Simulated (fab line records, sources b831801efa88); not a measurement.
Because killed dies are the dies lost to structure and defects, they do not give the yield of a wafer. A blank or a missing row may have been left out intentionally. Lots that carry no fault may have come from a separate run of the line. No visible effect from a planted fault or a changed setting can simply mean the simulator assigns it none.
Struck lot and sound lot, side by side    flow gf180mcu    14 steps out of a route of 602
Sound: these wafers, L219.1, L219.4, L219.6. The struck wafers were L222.1, L222.2, L222.4. The cause is named last.
For every step that has rows: the tool of each side, followed by ch and its chambers, followed by its first start. Under that, the readings that differ: sound wafers    struck wafers    difference of the means    sigmas: that difference in standard deviations of wafers without a fault.
alike: same words and numbers on both sides, and readings whose means sit less than 2 such deviations apart. not compared: any withheld reading, any reading some wafer has no value for, any bound like >300 that may hide the same value, and any number with overlapping values for which the record gives no deviation.
Wherever a step has rows on one side only, a row that says differs or no value, or a row with sigmas, the two part there. When numbers do not overlap yet have no deviation, they are printed without sigmas and do not part them. A reading missing from all wafers of one side parts the sides only when that side holds two or more wafers.

GF_M2_SPUTTER_00: material Ti, target thk 37.5 nm, time 150 s.
  sound: pvd sputter-03 at day 22 21:06; struck: pvd sputter-04 at day 23 17:23
  alike: throttle valve pct
GF_M2_SPUTTER_01: material TiN, target thk 30 nm, time 25 s.
  sound: pvd sputter-03 at day 22 21:12; struck: pvd sputter-04 at day 23 17:29
  alike: throttle valve pct
GF_M2_SPUTTER_02: material AlCu, target thk 450 nm, time 23.9 s.
  sound: pvd sputter-03 at day 22 21:14; struck: pvd sputter-04 at day 23 17:31
  alike: throttle valve pct
GF_M2_SPUTTER_03: material Ti, target thk 10 nm, time 6.7 s.
  sound: pvd sputter-03 at day 22 21:16; struck: pvd sputter-04 at day 23 17:32
  alike: throttle valve pct
GF_M2_SPUTTER_04: material TiN, target thk 50 nm, time 41.7 s.
  sound: pvd sputter-03 at day 22 21:17; struck: pvd sputter-04 at day 23 17:34
  alike: throttle valve pct
GF_M2_RS_MEAS_05: measurement is done with a four-point probe.
  sound: film metro-02 at day 22 21:19; struck: film metro-02 at day 23 17:36
  alike: M2_ALCU_RS
GF_M2_THK_MEAS_06: measures by xrf.
  sound: film metro-02 at day 22 21:26; struck: film metro-02 at day 23 17:43
  alike: M2_ALCU_THK
then, 5 steps without rows for these wafers: GF_M2_DEHYDRATE_07 (time 60 s); GF_M2_HMDS_08 (prime time 60 s); GF_M2_COAT_09 (resist thk 1000 nm); GF_M2_SOFTBAKE_10 (time 60 s); GF_M2_EXPOSE_11 (exposes mask Metal2, target cd 280 nm).
GF_M2_PEB_12: peb time 90 s.
  struck on litho track-01, day 24 15:36; sound on litho track-04 ch 0, day 23 19:47
  no value came back on the struck wafers for chill plate temp C (C), exhaust pa (Pa); on the sound wafers chill plate temp C (C) reads 23.06 23.02 22.89
then, 1 step without rows for these wafers: GF_M2_DEVELOP_13 (develop time 60 s).

== WHERE THEY PART ==
At GF_M2_PEB_12 and nowhere else, as far as this record goes.

WHY: what had been put in by the simulator
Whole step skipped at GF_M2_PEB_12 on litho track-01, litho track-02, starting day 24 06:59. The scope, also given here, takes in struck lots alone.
